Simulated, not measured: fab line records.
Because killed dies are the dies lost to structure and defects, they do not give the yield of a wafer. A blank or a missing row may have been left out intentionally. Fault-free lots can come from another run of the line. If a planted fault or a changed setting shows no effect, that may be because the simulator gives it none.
Commonality check across tools || flow gf180mcu || Sampled: 14 lots, 42 wafers

## WHY IT WAS OPENED
GF_HV_LDD_OVL_MEAS_20, reading HV_LDD_01_OVL: flagged on 2 of 14 lots. Fault-free wafers read 1.0 nm, with a standard deviation of 1.4.
Rule: a lot is flagged in two cases, either no wafer of it has a number, or all its wafers with numbers fall more than 4 standard deviations from that mean. All remaining lots are regarded as sound.

{"lot": "L736", "measured": "day 11 01:55", "on": "overlay-01", "HV_LDD_01_OVL (nm), wafer by wafer": "1.2 1.4 1.1", "flag": ""}
{"lot": "L737", "measured": "day 11 09:31", "on": "overlay-02", "HV_LDD_01_OVL (nm), wafer by wafer": "1.8 1.1 2.7", "flag": ""}
{"lot": "L738", "measured": "day 11 09:33", "on": "overlay-01", "HV_LDD_01_OVL (nm), wafer by wafer": "-1.8 0.5 -1.4", "flag": ""}
{"lot": "L739", "measured": "day 11 16:51", "on": "overlay-01", "HV_LDD_01_OVL (nm), wafer by wafer": "2.1 2.7 2.5", "flag": ""}
{"lot": "L740", "measured": "day 11 20:56", "on": "overlay-02", "HV_LDD_01_OVL (nm), wafer by wafer": "-0.2 1.5 2.1", "flag": ""}
{"lot": "L742", "measured": "day 12 22:20", "on": "overlay-02", "HV_LDD_01_OVL (nm), wafer by wafer": "0.2 2.1 0.3", "flag": ""}
{"lot": "L741", "measured": "day 12 22:44", "on": "overlay-02", "HV_LDD_01_OVL (nm), wafer by wafer": "1.4 1.4 1.5", "flag": ""}
{"lot": "L746", "measured": "day 14 05:00", "on": "overlay-01", "HV_LDD_01_OVL (nm), wafer by wafer": "-0.6 2.6 0.6", "flag": ""}
{"lot": "L748", "measured": "day 14 12:39", "on": "overlay-02", "HV_LDD_01_OVL (nm), wafer by wafer": "51.0 53.5 52.3", "flag": "FLAGGED"}
{"lot": "L749", "measured": "day 14 13:23", "on": "overlay-01", "HV_LDD_01_OVL (nm), wafer by wafer": "50.7 51.8 51.0", "flag": "FLAGGED"}
{"lot": "L750", "measured": "day 15 07:25", "on": "overlay-02", "HV_LDD_01_OVL (nm), wafer by wafer": "2.5 1.4 1.3", "flag": ""}
{"lot": "L753", "measured": "day 16 14:59", "on": "overlay-01", "HV_LDD_01_OVL (nm), wafer by wafer": "3.8 1.0 0.1", "flag": ""}
{"lot": "L755", "measured": "day 16 15:08", "on": "overlay-02", "HV_LDD_01_OVL (nm), wafer by wafer": "0.0 -0.5 0.2", "flag": ""}
{"lot": "L758", "measured": "day 17 18:56", "on": "overlay-01", "HV_LDD_01_OVL (nm), wafer by wafer": "0.6 1.4 0.3", "flag": ""}
Average over the flagged lots: 51.7 nm; offset from the usual +50.7 nm, equal to +36 standard deviations.

## TOOL THAT RAN EACH LOT
The record holds 1 process step before the reading, out of a route of 602 steps. Every cell lists first the tool, next ch and the chambers used by the sampled wafers, and last the start.
{"lot": "L736", "flag": "", "GF_HV_LDD_EXPOSE_16": "iline_stepper-01 ch 0, day 10 16:52"}
{"lot": "L737", "flag": "", "GF_HV_LDD_EXPOSE_16": "iline_stepper-02 ch 0, day 11 00:37"}
{"lot": "L738", "flag": "", "GF_HV_LDD_EXPOSE_16": "iline_stepper-02 ch 0, day 11 00:44"}
{"lot": "L739", "flag": "", "GF_HV_LDD_EXPOSE_16": "iline_stepper-01 ch 0, day 11 07:28"}
{"lot": "L740", "flag": "", "GF_HV_LDD_EXPOSE_16": "iline_stepper-01 ch 0, day 11 11:29"}
{"lot": "L742", "flag": "", "GF_HV_LDD_EXPOSE_16": "iline_stepper-02 ch 0, day 12 13:49"}
{"lot": "L741", "flag": "", "GF_HV_LDD_EXPOSE_16": "iline_stepper-01 ch 0, day 12 14:03"}
{"lot": "L746", "flag": "", "GF_HV_LDD_EXPOSE_16": "iline_stepper-02 ch 0, day 13 19:24"}
{"lot": "L748", "flag": "FLAGGED", "GF_HV_LDD_EXPOSE_16": "iline_stepper-02 ch 0, day 14 03:19"}
{"lot": "L749", "flag": "FLAGGED", "GF_HV_LDD_EXPOSE_16": "iline_stepper-02 ch 0, day 14 04:01"}
{"lot": "L750", "flag": "", "GF_HV_LDD_EXPOSE_16": "iline_stepper-01 ch 0, day 14 20:49"}
{"lot": "L753", "flag": "", "GF_HV_LDD_EXPOSE_16": "iline_stepper-01 ch 0, day 16 04:02"}
{"lot": "L755", "flag": "", "GF_HV_LDD_EXPOSE_16": "iline_stepper-01 ch 0, day 16 04:08"}
{"lot": "L758", "flag": "", "GF_HV_LDD_EXPOSE_16": "iline_stepper-01 ch 0, day 17 08:23"}
What these steps do:
- GF_HV_LDD_EXPOSE_16: exposes mask Pplus LV AREA, target cd 400 nm.
- GF_HV_LDD_OVL_MEAS_20

## FLAGGED OVER TOTAL, TOOL BY TOOL (the gauges that took the reading come last)
{"step": "GF_HV_LDD_EXPOSE_16", "tool": "iline_stepper-01", "lots run": 8, "flagged": 0, "share of the flagged lots": "none", "sound lots run after its first flagged lot": "-"}
{"step": "GF_HV_LDD_EXPOSE_16", "tool": "iline_stepper-02", "lots run": 6, "flagged": 2, "share of the flagged lots": "all", "sound lots run after its first flagged lot": 0}
{"step": "GF_HV_LDD_OVL_MEAS_20", "tool": "overlay-01", "lots run": 7, "flagged": 1, "share of the flagged lots": "some", "sound lots run after its first flagged lot": "2 (L753,L758)"}
{"step": "GF_HV_LDD_OVL_MEAS_20", "tool": "overlay-02", "lots run": 7, "flagged": 1, "share of the flagged lots": "some", "sound lots run after its first flagged lot": "2 (L750,L755)"}

## WHAT THE TABLE ALLOWS
Rows of the table that ran each flagged lot: 1, that is iline_stepper-02 at GF_HV_LDD_EXPOSE_16.
- iline_stepper-02 at GF_HV_LDD_EXPOSE_16 ran 6 lots, 2 of them flagged. A fault beginning between L746 (day 13 19:24), its last sound lot, and L748 (day 14 03:19), its first flagged one, fits the data.
One tool is left: iline_stepper-02 at GF_HV_LDD_EXPOSE_16.

## WHAT WAS PUT IN BY THE SIMULATOR
Scanner matching overlay: iline_stepper-02, from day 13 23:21 on, at GF_HV_LDD_EXPOSE_16. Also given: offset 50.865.
Lots struck among those shown: L748, L749. The rule above reached the same finding.
